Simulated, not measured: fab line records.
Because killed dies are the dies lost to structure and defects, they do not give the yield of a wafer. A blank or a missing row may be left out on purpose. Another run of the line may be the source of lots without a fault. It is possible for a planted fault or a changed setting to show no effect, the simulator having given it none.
8D (eight disciplines) problem report, filled in by code || flow sfqLine || the parts of the form that need people (team, actions taken, sign-off) are left out

== 1. THE PROBLEM ==
M4_NB_RS at SFQ_M4_RS_MEAS_924 reads a mean of 0.585 ohm/sq on 2 wafers of 2 lots; wafers without a fault read 0.888 ohm/sq with a standard deviation of 0.0087. That is -35 standard deviations from the usual mean.
The step: measures by four-point-probe.
First seen on wafer L191.5, day 40 08:41, on filmMetro-03. Wafers with a number at this step in the record: 41, from 14 lots. Rule for "out", or "out of limits": more than 4 standard deviations from the usual mean. The rest of the wafers with a number are treated as sound.

== 2. WHAT IT IS, WHAT IT ISN'T ==
{"question": "which readings at this step", "is": "M4_NB_RS", "is not": "-"}
{"question": "which lots", "is": "L191, L194", "is not": "L185, L187, L188, L189, L190, L192, L200, L201, L202, L203, L204, L205"}
{"question": "which wafers of those lots", "is": "L191.5, L194.1", "is not": "L191.4, L194.3, L194.4"}
{"question": "read on which gauges", "is": "filmMetro-01, filmMetro-03", "is not": "filmMetro-04"}
{"question": "when", "is": "from day 40 08:41", "is not": "up to then (16 sound wafers); but 23 sound wafers of L192, L194, L200, L201, L202, L203, L204, L205 came after"}

== 3. THE SUSPECTS, EACH WITH WHAT RULES IT OUT ==
Counting: any tool at a process step up to the reading remains a suspect provided it ran every lot that is out. Sound lots after the first of them don't rule it out here, since some wafers of a struck lot are sound.
- ruled out: the gauge at SFQ_M4_RS_MEAS_924. 2 gauges (filmMetro-01, filmMetro-03) read the wafers that are out.
- pvdSputter-06 at SFQ_TRILAYER_M4_DEP_SPUTTER_091 (material Nb, target thk 200 nm, time 133.3 s): kept. Ran every lot that is out, first one L191 (day 40 08:32); last sound lot up to then L190 (day 40 02:32).
After counting, what remains is pvdSputter-06 at SFQ_TRILAYER_M4_DEP_SPUTTER_091.

== 4. THE CAUSE (what the simulator had put in) ==
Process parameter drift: pvdSputter-06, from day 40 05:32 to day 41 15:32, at SFQ_TRILAYER_M4_DEP_SPUTTER_091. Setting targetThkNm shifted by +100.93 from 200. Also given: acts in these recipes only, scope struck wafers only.
Counting left only this tool.

== 5. THE EFFECT CHAIN, in route order ==
Rows list readings where the struck wafers' mean (over those with a number) sits beyond 3 standard deviations from the usual. Only readings for which the record gives a usual standard deviation are gone through. hours: the time from each lot's start at the first step in this table that gives one to its start at this step, as a median over the lots. sigmas: the change in usual standard deviations.
{"hours": 0, "step": "SFQ_M4_RS_MEAS_924", "reading": "M4_NB_RS", "usual": "0.888 ohm/sq", "on struck wafers": 0.585, "change": -0.303, "sigmas": -35}
{"hours": 152, "step": "SFQ_TRILAYER_M4_ETCH_METAL_ETCH_096", "reading": "chamberPressureMTorr", "usual": "10.000 mTorr", "on struck wafers": 10.030, "change": "+0.030", "sigmas": "+3.1"}
{"hours": 152, "step": "SFQ_TRILAYER_M4_ETCH_METAL_ETCH_096", "reading": "oesProductAu", "usual": "0.895 a.u.", "on struck wafers": 1.002, "change": "+0.107", "sigmas": "+16"}
It contains these process steps:
- SFQ_TRILAYER_M4_ETCH_METAL_ETCH_096: etches Nb in Cl2/Ar, stops on SiO2, target depth 240 nm, time 120 s.

== 6. HOW IT WOULD HAVE BEEN CAUGHT EARLIER ==
The first out-of-limits reading at a measuring or inspecting step in this record came at day 40 08:41, 3 hours after the fault's start at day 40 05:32.
No tool reading at SFQ_TRILAYER_M4_DEP_SPUTTER_091 that has a usual standard deviation in the record was out on any struck wafer, so an alarm limit of 4 standard deviations on those readings would not have fired.
Lots out: 2; of these, L194 started SFQ_TRILAYER_M4_DEP_SPUTTER_091 on pvdSputter-06 after day 40 08:41. It would have been spared by a hold on the tool at that moment.
